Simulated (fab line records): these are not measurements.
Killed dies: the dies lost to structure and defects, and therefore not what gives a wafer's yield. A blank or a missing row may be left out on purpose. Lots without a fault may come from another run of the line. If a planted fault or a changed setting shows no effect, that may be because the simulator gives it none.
Which tool was responsible? / flow sky130 / 12 lots, 34 wafers sampled, at 5 steps of a route of 708

WHAT THE GAUGES SHOWED, per wafer
SKY_VT_ADJUST_LVTN_TW_MEAS_10. Usual: VT_ADJUST_LVTN_TW typically reads 241.3, with standard deviation 2.6.
lot=L323; measured=day 7 07:58; on=filmMetro-04; VT_ADJUST_LVTN_TW=244.6 243.5 244.1; flag=
lot=L324; measured=day 7 15:04; on=filmMetro-04; VT_ADJUST_LVTN_TW=245.2 244.3 243.1; flag=
lot=L325; measured=day 7 17:26; on=filmMetro-03; VT_ADJUST_LVTN_TW=241.3 239.8 242.6; flag=
lot=L330; measured=day 8 22:38; on=filmMetro-04; VT_ADJUST_LVTN_TW=244.2 245.5 246.0; flag=
lot=L331; measured=day 9 07:46; on=filmMetro-03; VT_ADJUST_LVTN_TW=240.9 240.9; flag=
lot=L335; measured=day 10 10:31; on=filmMetro-03; VT_ADJUST_LVTN_TW=241.2 241.7 239.5; flag=
lot=L336; measured=day 10 19:37; on=filmMetro-04; VT_ADJUST_LVTN_TW=244.0 245.4 245.6; flag=
lot=L341; measured=day 12 07:44; on=filmMetro-03; VT_ADJUST_LVTN_TW=241.6 239.8 240.8; flag=
lot=L342; measured=day 12 16:01; on=filmMetro-03; VT_ADJUST_LVTN_TW=240.5 241.2 240.3; flag=
lot=L344; measured=day 12 22:13; on=filmMetro-01; VT_ADJUST_LVTN_TW=239.8 237.9 238.6; flag=
lot=L345; measured=day 13 05:48; on=filmMetro-01; VT_ADJUST_LVTN_TW=237.7 237.8 237.8; flag=
lot=L346; measured=day 13 11:08; on=filmMetro-04; VT_ADJUST_LVTN_TW=245.4 245.5; flag=

SKY_VT_ADJUST_LVTN_OVL_MEAS_18. Usual: VT_ADJUST_LVTN_01_OVL typically reads 0.6 nm, with standard deviation 1.5.
lot=L323; measured=day 8 04:45; on=overlay-01; VT_ADJUST_LVTN_01_OVL (nm)=0.7 1.2 -0.2; flag=
lot=L324; measured=day 8 11:43; on=overlay-01; VT_ADJUST_LVTN_01_OVL (nm)=1.4 2.9 2.0; flag=
lot=L325; measured=day 8 13:48; on=overlay-01; VT_ADJUST_LVTN_01_OVL (nm)=0.0 1.2 0.3; flag=
lot=L330; measured=day 9 20:53; on=overlay-01; VT_ADJUST_LVTN_01_OVL (nm)=-0.9 0.7 2.2; flag=
lot=L331; measured=day 10 06:34; on=overlay-02; VT_ADJUST_LVTN_01_OVL (nm)=-0.5 -1.5; flag=
lot=L335; measured=day 11 10:43; on=overlay-02; VT_ADJUST_LVTN_01_OVL (nm)=-0.6 -0.3 -1.0; flag=
lot=L336; measured=day 11 20:05; on=overlay-01; VT_ADJUST_LVTN_01_OVL (nm)=0.3 -1.4 0.1; flag=
lot=L341; measured=day 13 09:48; on=overlay-02; VT_ADJUST_LVTN_01_OVL (nm)=2.7 3.3 1.2; flag=
lot=L342; measured=day 13 18:50; on=overlay-02; VT_ADJUST_LVTN_01_OVL (nm)=0.1 2.0 1.1; flag=
lot=L344; measured=day 14 00:07; on=overlay-01; VT_ADJUST_LVTN_01_OVL (nm)=2.4 0.1 0.1; flag=
lot=L345; measured=day 14 08:13; on=overlay-02; VT_ADJUST_LVTN_01_OVL (nm)=-0.5 0.1 0.0; flag=
lot=L346; measured=day 14 11:22; on=overlay-02; VT_ADJUST_LVTN_01_OVL (nm)=0.7 1.2; flag=

SKY_VT_ADJUST_LVTN_TW_MEAS_21. Usual: VT_ADJUST_LVTN_2_TW typically reads 188.0, with standard deviation 2.
lot=L323; measured=day 8 05:02; on=filmMetro-04; VT_ADJUST_LVTN_2_TW=191.4 190.7 191.2; flag=
lot=L324; measured=day 8 12:01; on=filmMetro-01; VT_ADJUST_LVTN_2_TW=186.2 185.9 186.3; flag=
lot=L325; measured=day 8 14:05; on=filmMetro-03; VT_ADJUST_LVTN_2_TW=186.8 187.1 187.5; flag=
lot=L330; measured=day 9 21:10; on=filmMetro-01; VT_ADJUST_LVTN_2_TW=185.8 186.4 185.7; flag=
lot=L331; measured=day 10 06:51; on=filmMetro-01; VT_ADJUST_LVTN_2_TW=187.0 186.2; flag=
lot=L335; measured=day 11 11:01; on=filmMetro-01; VT_ADJUST_LVTN_2_TW=186.2 185.8 185.4; flag=
lot=L336; measured=day 11 20:22; on=filmMetro-04; VT_ADJUST_LVTN_2_TW=190.2 188.8 189.3; flag=
lot=L341; measured=day 13 10:05; on=filmMetro-03; VT_ADJUST_LVTN_2_TW=188.5 188.8 188.6; flag=
lot=L342; measured=day 13 19:08; on=filmMetro-03; VT_ADJUST_LVTN_2_TW=189.0 188.1 188.5; flag=
lot=L344; measured=day 14 00:24; on=filmMetro-03; VT_ADJUST_LVTN_2_TW=188.3 187.9 188.5; flag=
lot=L345; measured=day 14 08:30; on=filmMetro-04; VT_ADJUST_LVTN_2_TW=190.1 191.2 191.2; flag=
lot=L346; measured=day 14 11:39; on=filmMetro-01; VT_ADJUST_LVTN_2_TW=185.2 184.5; flag=

SKY_GATE_OXIDE_THK_MEAS_02. Usual: GATE_OXIDE_OXIDATION_00_THK typically reads 10.27 nm, with standard deviation 0.2.
lot=L323; measured=day 13 16:38; on=filmMetro-04; GATE_OXIDE_OXIDATION_00_THK (nm)=10.26 10.36 10.37; flag=
lot=L324; measured=day 14 00:43; on=filmMetro-04; GATE_OXIDE_OXIDATION_00_THK (nm)=10.11 10.29 10.24; flag=
lot=L325; measured=day 14 00:42; on=filmMetro-03; GATE_OXIDE_OXIDATION_00_THK (nm)=10.15 10.43 10.45; flag=
lot=L330; measured=day 15 15:41; on=filmMetro-03; GATE_OXIDE_OXIDATION_00_THK (nm)=10.61 10.61 10.54; flag=
lot=L331; measured=day 16 00:50; on=filmMetro-03; GATE_OXIDE_OXIDATION_00_THK (nm)=10.51 10.55; flag=
lot=L335; measured=day 17 09:59; on=filmMetro-02; GATE_OXIDE_OXIDATION_00_THK (nm)=7.65 7.63 7.68 7.59 7.62 7.84; flag=OFF
lot=L336; measured=day 17 21:13; on=filmMetro-04; GATE_OXIDE_OXIDATION_00_THK (nm)=7.66 7.74 7.67 7.64 7.71 7.65; flag=OFF
lot=L341; measured=day 19 15:10; on=filmMetro-03; GATE_OXIDE_OXIDATION_00_THK (nm)=10.03 10.12 10.09; flag=
lot=L342; measured=day 20 04:16; on=filmMetro-04; GATE_OXIDE_OXIDATION_00_THK (nm)=10.48 10.41 10.48; flag=
lot=L344; measured=day 20 10:02; on=filmMetro-04; GATE_OXIDE_OXIDATION_00_THK (nm)=10.51 10.40 10.43; flag=
lot=L345; measured=day 20 20:11; on=filmMetro-02; GATE_OXIDE_OXIDATION_00_THK (nm)=10.31 10.36 10.40; flag=
lot=L346; measured=day 20 22:44; on=filmMetro-03; GATE_OXIDE_OXIDATION_00_THK (nm)=10.31 10.27; flag=

WHICH TOOL RAN EACH LOT (tool, then ch and the chambers of the sampled wafers, then the start)
lot=L323; SKY_GATE_OXIDE_OXIDATION_01=furnace-02 ch 0, day 13 15:13
lot=L324; SKY_GATE_OXIDE_OXIDATION_01=furnace-02 ch 0, day 13 23:17
lot=L325; SKY_GATE_OXIDE_OXIDATION_01=furnace-02 ch 0, day 13 23:17
lot=L330; SKY_GATE_OXIDE_OXIDATION_01=furnace-02 ch 0, day 15 14:17
lot=L331; SKY_GATE_OXIDE_OXIDATION_01=furnace-01 ch 0, day 15 23:26
lot=L335; SKY_GATE_OXIDE_OXIDATION_01=furnace-02 ch 0, day 17 08:32
lot=L336; SKY_GATE_OXIDE_OXIDATION_01=furnace-02 ch 0, day 17 19:49
lot=L341; SKY_GATE_OXIDE_OXIDATION_01=furnace-01 ch 0, day 19 13:45
lot=L342; SKY_GATE_OXIDE_OXIDATION_01=furnace-01 ch 0, day 20 02:50
lot=L344; SKY_GATE_OXIDE_OXIDATION_01=furnace-01 ch 0, day 20 08:38
lot=L345; SKY_GATE_OXIDE_OXIDATION_01=furnace-02 ch 0, day 20 18:47
lot=L346; SKY_GATE_OXIDE_OXIDATION_01=furnace-01 ch 0, day 20 21:18
- SKY_GATE_OXIDE_OXIDATION_01: stabilise 600 s, purge 300 s, target thk 10.268 nm.

AS READ BY THE TOOLS THEMSELVES (means over the sampled wafers that have a number; for cases with no such wafer, the mark the record gives instead)
SKY_GATE_OXIDE_OXIDATION_01. Usual: spikeTcBottomC is 918.0 C with standard deviation 1.4, spikeTcCentreC is 900.6 C with standard deviation 1.7, spikeTcLowerC is 899.6 C with standard deviation 1.4, spikeTcTopC is 913.1 C with standard deviation 1.4, spikeTcUpperC is 899.1 C with standard deviation 1, tubeCenterTempC is 900 C with standard deviation 0.081, and tube_center_temp_C_max is 902.4 with standard deviation 0.37.
lot=L323; tool=furnace-02; spikeTcBottomC (C)=919.8; spikeTcCentreC (C)=899.8; spikeTcLowerC (C)=901.1; spikeTcTopC (C)=911.2; spikeTcUpperC (C)=899.4; tubeCenterTempC (C)=900; tube_center_temp_C_max=902.5; flag=
lot=L324; tool=furnace-02; spikeTcBottomC (C)=919.4; spikeTcCentreC (C)=899.3; spikeTcLowerC (C)=900.7; spikeTcTopC (C)=911.9; spikeTcUpperC (C)=898.9; tubeCenterTempC (C)=900; tube_center_temp_C_max=902.7; flag=
lot=L325; tool=furnace-02; spikeTcBottomC (C)=919.1; spikeTcCentreC (C)=900.2; spikeTcLowerC (C)=900.2; spikeTcTopC (C)=912.5; spikeTcUpperC (C)=899.2; tubeCenterTempC (C)=900; tube_center_temp_C_max=902.4; flag=
lot=L330; tool=furnace-02; spikeTcBottomC (C)=919.7; spikeTcCentreC (C)=898.9; spikeTcLowerC (C)=901.0; spikeTcTopC (C)=911.9; spikeTcUpperC (C)=898.6; tubeCenterTempC (C)=900; tube_center_temp_C_max=902.1; flag=
lot=L331; tool=furnace-01; spikeTcBottomC (C)=917.9; spikeTcCentreC (C)=901.5; spikeTcLowerC (C)=899.5; spikeTcTopC (C)=913.7; spikeTcUpperC (C)=898.8; tubeCenterTempC (C)=900; tube_center_temp_C_max=902.2; flag=
lot=L335; tool=furnace-02; spikeTcBottomC (C)=894.6; spikeTcCentreC (C)=873.8; spikeTcLowerC (C)=877.4; spikeTcTopC (C)=888.5; spikeTcUpperC (C)=874.8; tubeCenterTempC (C)=876; tube_center_temp_C_max=878.2; flag=OFF
lot=L336; tool=furnace-02; spikeTcBottomC (C)=896.1; spikeTcCentreC (C)=875.2; spikeTcLowerC (C)=876.1; spikeTcTopC (C)=887.8; spikeTcUpperC (C)=873.7; tubeCenterTempC (C)=876; tube_center_temp_C_max=877.9; flag=OFF
lot=L341; tool=furnace-01; spikeTcBottomC (C)=917.6; spikeTcCentreC (C)=901.3; spikeTcLowerC (C)=899.0; spikeTcTopC (C)=913.8; spikeTcUpperC (C)=899.8; tubeCenterTempC (C)=900; tube_center_temp_C_max=902.2; flag=
lot=L342; tool=furnace-01; spikeTcBottomC (C)=916.3; spikeTcCentreC (C)=901.6; spikeTcLowerC (C)=898.8; spikeTcTopC (C)=913.5; spikeTcUpperC (C)=898.5; tubeCenterTempC (C)=900; tube_center_temp_C_max=902.5; flag=
lot=L344; tool=furnace-01; spikeTcBottomC (C)=917.3; spikeTcCentreC (C)=901.8; spikeTcLowerC (C)=898.6; spikeTcTopC (C)=912.2; spikeTcUpperC (C)=898.8; tubeCenterTempC (C)=900; tube_center_temp_C_max=902.3; flag=
lot=L345; tool=furnace-02; spikeTcBottomC (C)=920.3; spikeTcCentreC (C)=899.3; spikeTcLowerC (C)=900.6; spikeTcTopC (C)=911.8; spikeTcUpperC (C)=898.0; tubeCenterTempC (C)=900; tube_center_temp_C_max=902.3; flag=
lot=L346; tool=furnace-01; spikeTcBottomC (C)=916.5; spikeTcCentreC (C)=900.3; spikeTcLowerC (C)=898.6; spikeTcTopC (C)=913.4; spikeTcUpperC (C)=899.3; tubeCenterTempC (C)=900; tube_center_temp_C_max=902.0; flag=

THE ANSWER, worked out from the rows above alone
Rule: lot off if the mean of its wafers having a number is beyond 3 standard deviations from the usual mean. A lot without any number at a reading at which 4 lots or more have one is off too. Any other lot the step has rows for is counted as sound. First the gauges in route order, then the tools' own readings, where a lot's mean is used as printed above. The first step at which some lot is off is used, and at that step the reading that is off furthest; a lot without a number counts as furthest.
Off: at SKY_GATE_OXIDE_THK_MEAS_02 (GATE_OXIDE_OXIDATION_00_THK), L335, L336.
If a tool, at a process step before that reading, ran all the lots that are off and no sound lot after the first of them, it fits. Not tried: the gauges at SKY_GATE_OXIDE_THK_MEAS_02; whatever is off there is also off at SKY_GATE_OXIDE_OXIDATION_01, on other tools, and gauge error can't account for it. Of those tried, none fits.

WHAT HAD BEEN PUT IN BY THE SIMULATOR
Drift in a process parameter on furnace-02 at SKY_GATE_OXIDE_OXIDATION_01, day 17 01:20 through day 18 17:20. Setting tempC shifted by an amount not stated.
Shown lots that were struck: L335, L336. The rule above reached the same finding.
